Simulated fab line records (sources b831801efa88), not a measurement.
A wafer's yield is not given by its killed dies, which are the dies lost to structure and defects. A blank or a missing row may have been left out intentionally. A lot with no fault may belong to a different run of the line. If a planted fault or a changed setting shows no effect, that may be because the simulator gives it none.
A struck lot beside a sound one || flow sky130 || 16 steps out of a route of 708
Sound: the wafers L523.2, L523.4, L523.6. Struck: wafers L532.1, L532.4, L532.5. The cause is named last.
At each step with rows: each side's tool, then ch and its chambers, then its first start. Under that, the readings that differ: sound wafers || struck wafers || difference of the means || sigmas: that difference in standard deviations of wafers without a fault.
alike: readings with means less than 2 such deviations apart, plus words and numbers identical on both sides. not compared: withheld readings, readings lacking a value on some wafer, bounds such as >300 that could conceal the same value, and numbers that have no deviation in the record and whose values overlap.
The two part at a step that has a row with sigmas, a row that says differs or no value, or rows on one side only. When numbers do not overlap yet have no deviation, they are printed without sigmas and do not part them. A reading that every wafer of one side lacks parts them only if that side has two wafers or more.

SKY_SD_N_OVL_MEAS_08:
  sound on overlay-02, day 31 22:14; struck on overlay-02, day 34 05:49
  alike: SD_N_OVL
then, 2 steps without rows for these wafers: SKY_SD_N_IMPLANT_09; SKY_SD_N_IMPLANT_10.
SKY_SD_N_STRIP_11: strips in O2/N2.
  sound on plasma asher-03 ch 0,1, day 31 22:34; struck on plasma asher-03 ch 0, day 34 06:10
  alike: drypump motor current A, oes product au, strip time to endpoint s
  not compared: rf hours counter h
SKY_SD_N_TW_MEAS_12:
  sound on film metro-01, day 31 22:40; struck on film metro-03, day 34 06:16
{"reading": "SD_N_TW", "sound": "3955 3959 3968", "struck": "4051 4061 4073", "difference": "+101", "sigmas": "+2"}
then, 1 step without rows for these wafers: SKY_SD_N_CLEAN_13 (cleans in SC1/SC2, time 150 s).
SKY_SD_N_RTA_14: time 2 s.
  sound on rtp anneal-02 ch 0, day 31 22:47; struck on rtp anneal-01 ch 0, day 34 06:22
  alike: chamber o2 ppm, lamp power pct, wafer_temp_C_max
SKY_SD_N_RS_MEAS_16: a four-point-probe measurement.
  sound on film metro-02, day 31 22:58; struck on film metro-02, day 34 06:32
  alike: SD_N_RS
SKY_SD_N_RS_MEAS_17: a four-point-probe measurement.
  sound on film metro-02, day 31 23:05; struck on film metro-02, day 34 06:40
  alike: SD_P_RS
SKY_SD_N_RS_MEAS_18: a four-point-probe measurement.
  sound on film metro-02, day 31 23:13; struck on film metro-02, day 34 06:47
  alike: RES_XHIGH_RS
then, 1 step without rows for these wafers: SKY_SALICIDE_CLEAN_00 (cleans in HF-last, time 30 s).
SKY_LI_CONTACT_HDPCVD_00: deposits PSG, target thk 930 nm, time 155 s.
  sound on hdpcvd-02 ch 0,1, day 31 23:20; struck on hdpcvd-01 ch 0,1,2, day 34 06:55
{"reading": "model.PSG_of_LI_CONTACT_HDPCVD_00.thk nm (nm)", "sound": "938.9 936.8 928.5", "struck": "1291 1309 1287", "difference": "+361", "sigmas": ""}
SKY_LI_CONTACT_THK_MEAS_01:
  sound on film metro-01, day 31 23:26; struck on film metro-01, day 34 07:01
{"reading": "LI_CONTACT_HDPCVD_THK (nm)", "sound": "939 936 929", "struck": "1291 1310 1288", "difference": "+362", "sigmas": "+43"}
SKY_LI_CONTACT_CMP_02: polishes PSG.
  sound on cmp-01 ch 2,3, day 31 23:29; struck on cmp-02 ch 0,3, day 34 07:05
{"reading": "time to endpoint s (s)", "sound": "31.1 31.7 30.8", "struck": "66.0 69.9 64.7", "difference": "+35.7", "sigmas": "+15"}
  alike: motor current A
SKY_LI_CONTACT_BOW_MEAS_03:
  sound on film metro-03, day 31 23:49; struck on film metro-01, day 34 07:23
  alike: LI_CONTACT_BOW
-- the record jumps here: 16 days lie between the struck wafers' starts before and after (it left off in module LI_CONTACT and takes up again in module PAD_OPEN, whose first step shown is number 708 of the route) --
SKY_PAD_OPEN_PROBE_99:
  record: rows for the struck wafers here (prober-01, day 50 04:39), none for the sound ones

## WHERE THEY PART
Last at SKY_PAD_OPEN_PROBE_99 as far as this record goes, first at SKY_SD_N_TW_MEAS_12.

WHY: what the simulator had put in
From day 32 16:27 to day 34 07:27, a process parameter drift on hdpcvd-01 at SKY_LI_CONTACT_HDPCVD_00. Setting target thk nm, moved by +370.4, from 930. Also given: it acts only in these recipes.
